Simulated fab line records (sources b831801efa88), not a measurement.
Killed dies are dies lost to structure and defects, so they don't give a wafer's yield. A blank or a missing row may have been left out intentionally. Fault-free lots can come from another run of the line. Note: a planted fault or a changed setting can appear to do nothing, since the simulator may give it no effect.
A struck lot beside a sound one    flow sky130    16 out of 708 route steps
Sound: these wafers, L172.1, L172.2, L172.6. Wafers L180.1, L180.3, L180.6 were the ones struck. Last of all comes the cause.
Per side, at each step with rows, come the tool, then ch with its chambers, and then its first start. Under that, the readings that differ: sound wafers    struck wafers    difference of the means    sigmas: that difference in standard deviations of wafers without a fault.
alike: readings with means less than 2 such deviations apart, plus words and numbers identical on both sides. not compared: withheld readings, readings lacking a value on some wafer, bounds such as >300 that could conceal the same value, and numbers that have no deviation in the record and whose values overlap.
The two part at a step that has a row with sigmas, a row that says differs or no value, or rows on one side only. Numbers that have no deviation but don't overlap get no sigmas and don't part them. Lack of a reading on every wafer of one side parts them only where that side has two or more wafers.

first, 2 steps without rows for these wafers: SKY_VT_ADJUST_PCH_PEB_05; SKY_VT_ADJUST_PCH_DEVELOP_06 (develop time 60 s).
SKY_VT_ADJUST_PCH_OVL_MEAS_07:
  sound on overlay-02, day 12 18:27; struck on overlay-01, day 15 03:21
  alike: VT_ADJUST_PCH_OVL
after that, 1 step had no rows for these wafers: SKY_VT_ADJUST_PCH_IMPLANT_08.
SKY_VT_ADJUST_PCH_STRIP_09: strips in O2/N2.
  sound on plasmaAsher-03 ch 0,1, day 12 18:38; struck on plasmaAsher-02 ch 0,1, day 15 03:32
  alike: drypumpMotorCurrentA, oesProductAu, stripTimeToEndpointS
  not compared: rfHoursCounterH
SKY_VT_ADJUST_PCH_TW_MEAS_10:
  sound on filmMetro-02, day 12 18:44; struck on filmMetro-02, day 15 03:38
  alike: VT_ADJUST_PCH_TW
then, 6 steps without rows for these wafers: SKY_SONOS_TUNNEL_DEHYDRATE_00 (time 60 s); SKY_SONOS_TUNNEL_HMDS_01 (prime time 60 s); SKY_SONOS_TUNNEL_COAT_02 (resist thk 1140 nm); SKY_SONOS_TUNNEL_SOFTBAKE_03 (time 60 s); SKY_SONOS_TUNNEL_EXPOSE_04 (exposes mask TUNM, target cd 410 nm); SKY_SONOS_TUNNEL_PEB_05.
SKY_SONOS_TUNNEL_DEVELOP_06: develop time 60 s.
  sound on lithoTrack-02 ch 0, day 13 19:37; struck on lithoTrack-03 ch 0, day 16 07:06
SKY_SONOS_TUNNEL_CD_MEAS_07 targets a cd of 410 nm.
  sound on cdSem-01, day 13 19:46; struck on cdSem-01, day 16 07:15
reading    sound              struck             difference  sigmas
cdNm (nm)  411.8 409.7 409.2  369.0 368.4 370.7  -40.9       -17
SKY_SONOS_TUNNEL_OVL_MEAS_08:
  sound on overlay-01, day 13 19:53; struck on overlay-01, day 16 07:22
  alike: SONOS_TUNNEL_OVL
-- record jumps: 33 days separate the struck wafers' starts on either side; left off in module SONOS_TUNNEL, taken up again in module PAD_OPEN, whose first shown step is the route's number 708 --
SKY_PAD_OPEN_PROBE_99:
  sound on prober-02, day 47 16:54; struck on prober-02, day 49 08:31
  alike: killed_at_M0_to_M3, killed_at_M4_up, killedAtContacts, killedAtFrontEnd, killedAtOther, killedDies, killedOpen, killedShort

WHERE THEY PART
Only at SKY_SONOS_TUNNEL_CD_MEAS_07, within this record. Later steps at which nothing parts them and some readings are alike: SKY_SONOS_TUNNEL_OVL_MEAS_08, SKY_PAD_OPEN_PROBE_99.

WHY: whatever the simulator had introduced
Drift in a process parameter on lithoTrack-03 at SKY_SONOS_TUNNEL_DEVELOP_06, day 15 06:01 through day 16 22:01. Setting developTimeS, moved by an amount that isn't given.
